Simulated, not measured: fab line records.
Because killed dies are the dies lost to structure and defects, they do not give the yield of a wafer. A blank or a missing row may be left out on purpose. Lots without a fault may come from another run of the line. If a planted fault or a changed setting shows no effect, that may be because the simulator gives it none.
Which tool is to blame? :: flow gf180mcu :: Sampling: 7 lots, 21 wafers, 2 of 602 route steps

## WHAT THE GAUGES SHOWED, per wafer
GF_VT_IMPLANT_RS_MEAS_47: a four-point-probe measurement.
lot: L252
measured: day 7 18:37
on: film-metro-01
NWELL_RS (ohm/sq): 486.7 488.5 487.9

lot: L254
measured: day 8 10:37
on: film-metro-03
NWELL_RS (ohm/sq): 484.4 486.8 485.8

lot: L257
measured: day 9 09:05
on: film-metro-03
NWELL_RS (ohm/sq): 487.8 488.4 487.4

lot: L259
measured: day 9 18:37
on: film-metro-02
NWELL_RS (ohm/sq): 486.7 488.0 487.4

lot: L261
measured: day 10 10:02
on: film-metro-03
NWELL_RS (ohm/sq): 486.8 486.7 485.6

lot: L270
measured: day 12 21:15
on: film-metro-01
NWELL_RS (ohm/sq): 479.4 478.8 480.3

lot: L272
measured: day 13 12:08
on: film-metro-01
NWELL_RS (ohm/sq): 488.1 488.5 489.0

## WHICH TOOL RAN EACH LOT (tool, then ch and the chambers of the sampled wafers, then the start)
lot: L252
GF_NWELL_IMPLANT_09: implanter-02 ch 0, day 3 14:02

lot: L254
GF_NWELL_IMPLANT_09: implanter-02 ch 0, day 4 00:45

lot: L257
GF_NWELL_IMPLANT_09: implanter-02 ch 0, day 4 18:02

lot: L259
GF_NWELL_IMPLANT_09: implanter-04 ch 0, day 5 03:36

lot: L261
GF_NWELL_IMPLANT_09: implanter-02 ch 0, day 5 14:29

lot: L270
GF_NWELL_IMPLANT_09: implanter-02 ch 0, day 7 15:47

lot: L272
GF_NWELL_IMPLANT_09: implanter-04 ch 0, day 8 02:24
- GF_NWELL_IMPLANT_09

## THE ANSWER, worked out from the rows above alone
Rule: the lots themselves supply what counts as usual. Put in order of their means at a reading, lots are off if they are a third of the lots or fewer, leave a main group of 4 or more, and stand apart from it by a gap of 3 or more times the standard deviation of the main group's means; of several such gaps the widest counts. A main group whose means are all the same, to the digits that the tables above print for the reading, isn't used. Also off: a lot with no number at a reading for which 4 or more lots have one. Any other lot the step has rows for is counted as sound.
Off: L270, at GF_VT_IMPLANT_RS_MEAS_47 (NWELL_RS). The main group: mean 487.2 ohm/sq, standard deviation 0.96.
A tool fits if, at a process step before that reading, it ran every lot that is off, and no sound lot after the first of them. The gauges at GF_VT_IMPLANT_RS_MEAS_47 are tried like those tools. One fits: implanter-02 at GF_NWELL_IMPLANT_09. Its last sound lot is L261 (day 5 14:29), its first lot that is off L270 (day 7 15:47): a fault that began between those two fits.

## WHAT WAS PUT IN BY THE SIMULATOR
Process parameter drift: implanter-02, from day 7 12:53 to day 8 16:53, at GF_NWELL_IMPLANT_09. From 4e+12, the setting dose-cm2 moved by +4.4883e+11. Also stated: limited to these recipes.
Lots struck among those shown: L270. This agrees with what the rule above found.
